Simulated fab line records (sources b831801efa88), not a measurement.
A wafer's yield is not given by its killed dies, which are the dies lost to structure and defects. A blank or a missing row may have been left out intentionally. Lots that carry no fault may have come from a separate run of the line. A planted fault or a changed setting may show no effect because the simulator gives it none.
Struck lot and sound lot, side by side ; flow sky130 ; 36 out of 708 route steps
Sound: these wafers, L323.1, L323.2, L323.4. Wafers struck: L314.1, L314.4, L314.6. Last of all comes the cause.
At each step with rows: each side's tool, then ch and its chambers, then its first start. Under that, the readings that differ: sound wafers ; struck wafers ; difference of the means ; sigmas: that difference in standard deviations of wafers without a fault.
alike: same words and numbers on both sides, and readings whose means sit less than 2 such deviations apart. not compared: any withheld reading, any reading some wafer has no value for, any bound like >300 that may hide the same value, and any number with overlapping values for which the record gives no deviation.
The two part at a step that has a row with sigmas, a row that says differs or no value, or rows on one side only. When numbers do not overlap yet have no deviation, they are printed without sigmas and do not part them. Lack of a reading on every wafer of one side parts them only where that side has two or more wafers.

first, 10 steps without rows for these wafers: SKY_VIA2_STRIP_17 (strips in post etch residue remover, time 1200 s); SKY_VIA2_CLEAN_18 (cleans in IPA, time 180 s); SKY_VIA2_CLEAN_19 (cleans in O3/DIW); SKY_VIA2_SPUTTER_20 (material TiN, target thk 20 nm, time 80 s); SKY_VIA2_CVD_21 (deposits W, target thk 420 nm, time 126.4 s); SKY_VIA2_CMP_24 (polishes, stops on SiO2, t overpolish 20 s, target thk 0 nm); SKY_METAL3_SPUTTER_00 (material Ti, target thk 15 nm, time 10 s); SKY_METAL3_SPUTTER_01 (material TiN, target thk 20 nm, time 16.7 s); SKY_METAL3_SPUTTER_02 (material AlCu, target thk 735 nm, time 39.1 s); SKY_METAL3_SPUTTER_03 (material Ti, target thk 5 nm, time 3.3 s).
SKY_METAL3_SPUTTER_04: material TiN, target thk 70 nm, time 58.3 s.
  sound on pvd_sputter-02 at day 42 14:17; struck on pvd_sputter-04 at day 40 06:04
reading;sound;struck;difference;sigmas
model.TiN_of_METAL3_SPUTTER_04.thk_nm (nm);69.76 70.09 70.23;105.9 107.8 107.5;+37.0;
  alike: cathode_dc_power_W, throttle_valve_pct
then, 23 steps without rows for these wafers: SKY_CAPM_CVD_00 (deposits SiO2, target thk 15.5 nm); SKY_CAPM_SPUTTER_02 (material TiN, target thk 200 nm, time 166.7 s); SKY_CAPM_DEHYDRATE_05 (time 60 s); SKY_CAPM_HMDS_06 (prime time 60 s); SKY_CAPM_COAT_07 (resist thk 1140 nm); SKY_CAPM_SOFTBAKE_08 (time 60 s); SKY_CAPM_EXPOSE_09 (exposes mask CAPM, target cd 1000 nm); SKY_CAPM_PEB_10; SKY_CAPM_DEVELOP_11 (develop time 60 s); SKY_CAPM_METAL_ETCH_13 (etches TiN in Cl2/BCl3, stops on SiO2, target depth 220 nm, time 60.68 s); SKY_CAPM_STRIP_14 (strips in O2/N2); SKY_CAPM_STRIP_15 (strips in post etch residue remover, time 1200 s); SKY_CAPM_CLEAN_16 (cleans in IPA, time 180 s); SKY_CAPM_CLEAN_17 (cleans in O3/DIW); SKY_METAL3_DEHYDRATE_05 (time 60 s); SKY_METAL3_HMDS_06 (prime time 60 s); SKY_METAL3_COAT_07 (resist thk 60 nm); SKY_METAL3_COAT_08 (resist thk 1140 nm); SKY_METAL3_SOFTBAKE_09 (time 90 s); SKY_METAL3_EXPOSE_10 (exposes mask MM3, target cd 300 nm); SKY_METAL3_PEB_11; SKY_METAL3_DEVELOP_12 (develop time 60 s); SKY_METAL3_DESCUM_15 (chemistry O2, time 8 s).
-- the record jumps here: 2 days lie between the struck wafers' starts before and after --
SKY_METAL3_METAL_ETCH_18: etches the open film in Cl2/BCl3, stops on SiO2, target depth 845 nm, time 183.1 s.
  sound on rie_metal-01 ch 0,1, day 44 13:40; struck on rie_metal-03 ch 0,1, day 42 06:50
reading;sound;struck;difference;sigmas
oes_product_au (a.u.);0.870 0.861 0.859;0.889 0.883 0.877;+0.020;+3
  alike: drypump_motor_current_A, throttle_valve_pct
  not compared: rf_hours_counter_h
-- the record jumps here: 6 days lie between the struck wafers' starts before and after (it left off in module METAL3 and takes up again in module PAD_OPEN, whose first step shown is number 708 of the route) --
SKY_PAD_OPEN_PROBE_99:
  sound on prober-01 at day 50 12:32; struck on prober-02 at day 48 17:41
reading;sound;struck;difference;sigmas
model.etest.via3_chain.rc_ohm;9.095 9.753 9.556;10.24 10.63 10.45;+0.97;
  alike: defect_limited_yield, killed_at_M0_to_M3, killed_at_M4_up, killed_at_contacts, killed_at_front_end, killed_at_other, killed_dies, killed_open, killed_short, sort_bin_3_pad_short, sort_bin_5_function, sort_bin_6_memory, sort_bin_8_speed, sort_n_pass, sort_yield_pct

## WHERE THEY PART
SKY_METAL3_METAL_ETCH_18 only, going by this record. Later steps at which nothing parts them and some readings are alike: SKY_PAD_OPEN_PROBE_99.

WHY: what the simulator had put in
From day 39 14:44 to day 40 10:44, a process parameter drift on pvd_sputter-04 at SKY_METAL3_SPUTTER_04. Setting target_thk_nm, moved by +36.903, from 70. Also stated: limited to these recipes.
